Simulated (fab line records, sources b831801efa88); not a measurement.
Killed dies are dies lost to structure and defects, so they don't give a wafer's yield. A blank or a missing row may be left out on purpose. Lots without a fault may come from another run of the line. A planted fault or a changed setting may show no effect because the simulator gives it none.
Chamber matching | flow gf180mcu | GF_V2_CMP_26 on cmp-01: 4 sister chambers
The step polishes, stops on SiO2, t overpolish 15 s, target thk 0 nm. 14 wafers are shown with their chamber, then 7 later ones without.

WAFERS WITH THEIR CHAMBER
wafer  | chamber | time_to_endpoint_s (s) | motor_current_A (A) | overpolish_run_s (s)
L222.3 | 0       | 86.3                   | 9.4                 | 15.018
L222.4 | 2       | 84.9                   | 10.3                | 15.000
L222.5 | 0       | 88.1                   | 10.0                | 14.999
L223.2 | 3       | 85.5                   | 10.6                | 14.999
L223.4 | 1       | 93.6                   | 10.4                | 14.983
L223.6 | 1       | 86.3                   | 11.5                | 14.989
L227.3 | 1       | 87.5                   | 10.3                | 15.002
L227.5 | 3       | 81.6                   | 10.1                | 14.993
L227.6 | 2       | 84.6                   | 9.3                 | 14.998
L229.1 | 0       | 84.3                   | 10.3                | 15.006
L229.2 | 2       | 83.6                   | 9.4                 | 15.000
L229.3 | 3       | 84.1                   | 11.6                | 14.992
L231.1 | 0       | 85.1                   | 9.4                 | 15.007
L231.3 | 3       | 85.8                   | 10.6                | 15.008

SIGNATURES (means of the wafers above)
reading            | chamber 0 | chamber 1 | chamber 2 | chamber 3 | scatter within a chamber
time_to_endpoint_s | 85.950    | 89.133    | 84.367    | 84.250    | 2.25
motor_current_A    | 9.775     | 10.733    | 9.667     | 10.725    | 0.573
overpolish_run_s   | 15.00750  | 14.99133  | 14.99933  | 14.99800  | 0.00734
Rule: a wafer's distance from a chamber is the root of the sum, over the readings, of the square of ((its reading less the chamber's mean) divided by the reading's scatter). The wafer belongs to the nearest chamber; if the next one is less than 2 further off, it can't be placed. The scatter: the root of (the sum of the squares of (reading less its chamber's mean) over the shown wafers, divided by (wafers less chambers)).

WAFERS WITHOUT THEIR CHAMBER
wafer  | time_to_endpoint_s (s) | motor_current_A (A) | overpolish_run_s (s)
L231.4 | 88.8                   | 9.5                 | 15.002
L233.1 | 88.9                   | 10.6                | 15.015
L233.3 | 83.6                   | 10.6                | 15.008
L233.5 | 84.3                   | 9.5                 | 15.002
L245.3 | 81.3                   | 10.8                | 14.993
L245.5 | 84.5                   | 9.8                 | 15.017
L245.6 | 85.1                   | 10.4                | 15.008

WHICH CHAMBER EACH WENT THROUGH
wafer  | from the rows above               | in truth
L231.4 | can't be placed: 0 or 2 or 1 or 3 | 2
L233.1 | can't be placed: 0 or 3 or 1 or 2 | 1
L233.3 | can't be placed: 3 or 0 or 2 or 1 | 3
L233.5 | can't be placed: 2 or 0 or 3      | 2
L245.3 | can't be placed: 3 or 2 or 0      | 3
L245.5 | can't be placed: 0 or 2 or 3      | 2
L245.6 | can't be placed: 0 or 3 or 2 or 1 | 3
Placed correctly: 0 of 7. Can't be placed from these rows: 7 (the true chamber is among the candidates in 7). Placed wrongly: 0.
